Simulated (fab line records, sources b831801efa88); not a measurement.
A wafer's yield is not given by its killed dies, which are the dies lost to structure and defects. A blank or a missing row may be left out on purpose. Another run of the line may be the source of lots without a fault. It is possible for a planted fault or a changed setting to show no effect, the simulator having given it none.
The tool behind it: which one? || flow gf180mcu || Sampling: 7 lots, 21 wafers, 2 of 602 route steps

== WHAT EACH GAUGE READ, for each wafer ==
GF_VT_IMPLANT_RS_MEAS_48: the measuring method here is four-point-probe.
{"lot": "L545", "measured": "day 7 21:23", "on": "film metro-02", "LVPWELL_RS (ohm/sq)": "1201 1195 1197"}
{"lot": "L547", "measured": "day 8 07:08", "on": "film metro-03", "LVPWELL_RS (ohm/sq)": "1199 1195 1195"}
{"lot": "L553", "measured": "day 9 23:30", "on": "film metro-03", "LVPWELL_RS (ohm/sq)": "1288 1282 1287"}
{"lot": "L560", "measured": "day 11 22:23", "on": "film metro-02", "LVPWELL_RS (ohm/sq)": "1198 1196 1196"}
{"lot": "L563", "measured": "day 12 17:22", "on": "film metro-02", "LVPWELL_RS (ohm/sq)": "1198 1195 1192"}
{"lot": "L565", "measured": "day 13 05:29", "on": "film metro-03", "LVPWELL_RS (ohm/sq)": "1195 1194 1194"}
{"lot": "L567", "measured": "day 14 04:52", "on": "film metro-04", "LVPWELL_RS (ohm/sq)": "1197 1197 1199"}

== WHAT TOOL EACH LOT RAN ON (gives the tool, then ch and the chambers of the sampled wafers, and finally the start) ==
{"lot": "L545", "GF_LVPWELL_IMPLANT_09": "implanter-03 ch 0, day 4 05:24"}
{"lot": "L547", "GF_LVPWELL_IMPLANT_09": "implanter-01 ch 0, day 4 13:00"}
{"lot": "L553", "GF_LVPWELL_IMPLANT_09": "implanter-02 ch 0, day 6 00:01"}
{"lot": "L560", "GF_LVPWELL_IMPLANT_09": "implanter-01 ch 0, day 7 15:21"}
{"lot": "L563", "GF_LVPWELL_IMPLANT_09": "implanter-01 ch 0, day 8 06:58"}
{"lot": "L565", "GF_LVPWELL_IMPLANT_09": "implanter-01 ch 0, day 8 16:06"}
{"lot": "L567", "GF_LVPWELL_IMPLANT_09": "implanter-02 ch 0, day 9 11:01"}
- GF_LVPWELL_IMPLANT_09

== THE ANSWER, worked out from the rows above alone ==
Rule: the usual values come from the lots themselves. Put in order of their means at a reading, lots are off if they are a third of the lots or fewer, leave a main group of 4 or more, and stand apart from it by a gap of 3 or more times the standard deviation of the main group's means; of several such gaps the widest counts. The tables above print the reading to a certain number of digits; a main group whose means all agree to those digits is not used. Also off: a lot with no number at a reading for which 4 or more lots have one. Any other lot the step has rows for is counted as sound.
Off: L553, seen at GF_VT_IMPLANT_RS_MEAS_48 (LVPWELL_RS). Mean 1196 ohm/sq and standard deviation 1.3 in the main group.
A tool fits if, at a process step before that reading, it ran every lot that is off, and no sound lot after the first of them. The gauges at GF_VT_IMPLANT_RS_MEAS_48 are tried like those tools. Of those tried, none fits.

== WHAT HAD BEEN PUT IN BY THE SIMULATOR ==
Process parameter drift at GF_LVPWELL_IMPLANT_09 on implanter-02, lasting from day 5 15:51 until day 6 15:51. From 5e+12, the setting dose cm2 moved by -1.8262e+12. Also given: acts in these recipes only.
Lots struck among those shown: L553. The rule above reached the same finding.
